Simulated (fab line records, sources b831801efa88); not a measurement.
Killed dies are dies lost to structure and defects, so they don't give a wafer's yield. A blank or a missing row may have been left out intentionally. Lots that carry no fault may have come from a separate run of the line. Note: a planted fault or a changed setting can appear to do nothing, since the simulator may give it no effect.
The tool behind it: which one? + flow sky130 + 36 wafers sampled from 12 lots at 1 step of a route of 708

WHAT THE GAUGES READ, wafer by wafer
SKY_VIA1_THK_MEAS_23: measures by xrf.
| lot  | measured     | on           | VIA1_W_THK (nm) |
|------|--------------|--------------|-----------------|
| L075 | day 34 14:44 | filmMetro-01 | 269 268 266     |
| L077 | day 35 01:45 | filmMetro-02 | 265 265 259     |
| L079 | day 36 01:16 | filmMetro-03 | 266 263 264     |
| L081 | day 36 05:59 | filmMetro-03 | 265 267 265     |
| L083 | day 37 02:47 | filmMetro-01 | 271 268 272     |
| L085 | day 37 11:58 | filmMetro-01 | 263 266 262     |
| L087 | day 38 10:35 | filmMetro-01 | 264 267 264     |
| L088 | day 39 11:15 | filmMetro-03 | 266 269 266     |
| L091 | day 40 15:10 | filmMetro-01 | 268 263 271     |
| L093 | day 40 16:18 | filmMetro-02 | 265 260 268     |
| L094 | day 40 19:07 | filmMetro-03 | 269 264 263     |
| L097 | day 41 18:02 | filmMetro-02 | 261 261 266     |

WHAT TOOL EACH LOT RAN ON (gives the tool, then ch and the chambers of the sampled wafers, and finally the start)
The record shows no process step preceding these readings.

THE ANSWER, worked out from the rows above alone
Rule: what is usual is taken from the lots themselves. The widest of any qualifying gaps counts: lots, ordered by their means at a reading, are off when they make up no more than a third of the lots, leave a main group of 4 or more, and stand apart from it by 3 or more times the standard deviation of that group's means. If all means in a main group match to the digits the tables above print for the reading, that group is not used. Also off: a lot with no number at a reading for which 4 or more lots have one. Where the step has rows for the other lots, those lots are counted as sound.
None of the lots is off at any reading shown; this tells nothing.

WHAT THE SIMULATOR HAD INSERTED
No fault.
